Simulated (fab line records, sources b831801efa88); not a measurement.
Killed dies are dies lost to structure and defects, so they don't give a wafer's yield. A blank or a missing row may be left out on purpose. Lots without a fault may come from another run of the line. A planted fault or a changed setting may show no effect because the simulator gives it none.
One fault seen from 2 desks | flow gf180mcu | each desk has only its own numbers; what lay behind them comes last

THE METROLOGY DESK
What the gauges read, lot by lot, whatever tool the lot ran on: means of the sampled wafers that have a number. A lot is out of limits, marked OUT, if its mean lies more than 4 standard deviations from the usual mean; the brackets give that distance.
Columns: A = M4_OVL at GF_M4_OVL_MEAS_15, usual 4 nm; B = PASSIVATION_CVD_00_THK at GF_PASSIVATION_THK_MEAS_01, usual 1037 nm
lot  | first seen here | A  | B
L641 | day 23 03:23    | 9  | 1047
L642 | day 23 18:20    | 1  | 1037
L643 | day 23 23:01    | 2  | 1040
L645 | day 24 20:22    | 2  | 1062
L648 | day 25 23:38    | 4  | 1033
L649 | day 26 00:47    | 0  | 1044
L650 | day 26 14:05    | 2  | 1007
L652 | day 27 04:04    | 8  | 1045
L653 | day 27 10:16    | -4 | 1021
L658 | day 28 21:41    | 18 | 1034
L659 | day 29 05:50    | 0  | 1043
L660 | day 29 12:07    | 5  | 1038
L662 | day 29 20:41    | 7  | 1032
This desk's finding: nothing out of limits on any of the 13 lots.

THE TOOL OWNER'S DESK: pvd_sputter-02
The tool's own readings at GF_V2_SPUTTER_21 (material Ti, target thk 15 nm, time 80.02 s): means of the sampled wafers that have a number, for each lot that ran on this tool. A lot is out of limits, marked OUT, if its mean lies more than 4 standard deviations from the usual mean; the brackets give that distance.
Columns: A = cathode_dc_power_W at GF_V2_SPUTTER_21, usual 2500.0 W; B = substrate_temp_c at GF_V2_SPUTTER_21, usual 199.96 C; C = throttle_valve_pct at GF_V2_SPUTTER_21, usual 30.3 %
lot  | first seen here | A      | B      | C
L645 | day 21 20:22    | 2500.1 | 199.80 | 31.4
L648 | day 23 03:19    | 2500.5 | 199.93 | 31.5
L649 | day 23 05:27    | 2500.1 | 199.95 | 30.2
L658 | day 26 06:37    | 2500.1 | 200.08 | 31.5
L660 | day 26 20:10    | 2500.2 | 199.83 | 30.3
This desk's finding: nothing out of limits on any of the 5 lots.

PUT TOGETHER
The metrology desk saw nothing out of limits.
The tool owner's desk saw nothing out of limits.

WHAT THE SIMULATOR HAD PUT IN
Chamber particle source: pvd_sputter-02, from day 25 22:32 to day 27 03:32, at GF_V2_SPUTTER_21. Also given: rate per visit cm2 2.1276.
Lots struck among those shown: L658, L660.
